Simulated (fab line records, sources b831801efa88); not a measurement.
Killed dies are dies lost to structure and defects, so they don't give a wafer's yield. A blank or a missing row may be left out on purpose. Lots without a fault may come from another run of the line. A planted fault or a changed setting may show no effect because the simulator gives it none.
Chamber matching | flow sky130 | SKY_LI_CONTACT_CMP_24 on cmp-02: 4 sister chambers
The step polishes, stops on PSG, t overpolish 20 s, target thk 0 nm. 8 wafers are shown with their chamber, then 7 later ones without.

WAFERS WITH THEIR CHAMBER
wafer  | chamber | motor_current_A (A) | slurry_filter_dp_kPa (kPa)
L254.4 | 2       | 14.8                | 13.52
L255.6 | 2       | 14.8                | 13.63
L258.2 | 1       | 10.0                | 13.47
L260.1 | 3       | 12.0                | 13.45
L260.4 | 0       | 13.0                | 13.38
L260.6 | 1       | 10.1                | 13.50
L263.1 | 0       | 12.2                | 13.08
L263.2 | 3       | 11.6                | 13.58

WAFERS WITHOUT THEIR CHAMBER
wafer  | motor_current_A (A) | slurry_filter_dp_kPa (kPa)
L263.6 | 12.4                | 13.46
L269.1 | 10.0                | 13.58
L269.4 | 12.3                | 13.68
L269.6 | 9.8                 | 13.34
L272.3 | 11.6                | 13.47
L272.4 | 14.6                | 13.46
L272.6 | 12.3                | 13.54

WHICH CHAMBER EACH WENT THROUGH
wafer  | from the rows above     | in truth
L263.6 | can't be placed: 3 or 0 | 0
L269.1 | 1                       | 1
L269.4 | can't be placed: 3 or 0 | 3
L269.6 | 1                       | 1
L272.3 | 3                       | 3
L272.4 | 2                       | 2
L272.6 | can't be placed: 3 or 0 | 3
Placed correctly: 4 of 7. Can't be placed from these rows: 3 (the true chamber is among the candidates in 3). Placed wrongly: 0.
How it was worked out, from the rows above alone: a wafer's distance from a chamber is the root of the sum, over the readings, of the square of ((its reading less the chamber's mean) divided by the reading's scatter). The wafer belongs to the nearest chamber; if the next one is less than 2 further off, it can't be placed. A chamber's mean is the mean of its shown wafers. The scatter: the root of (the sum of the squares of (reading less its chamber's mean) over the shown wafers, divided by (wafers less chambers)).
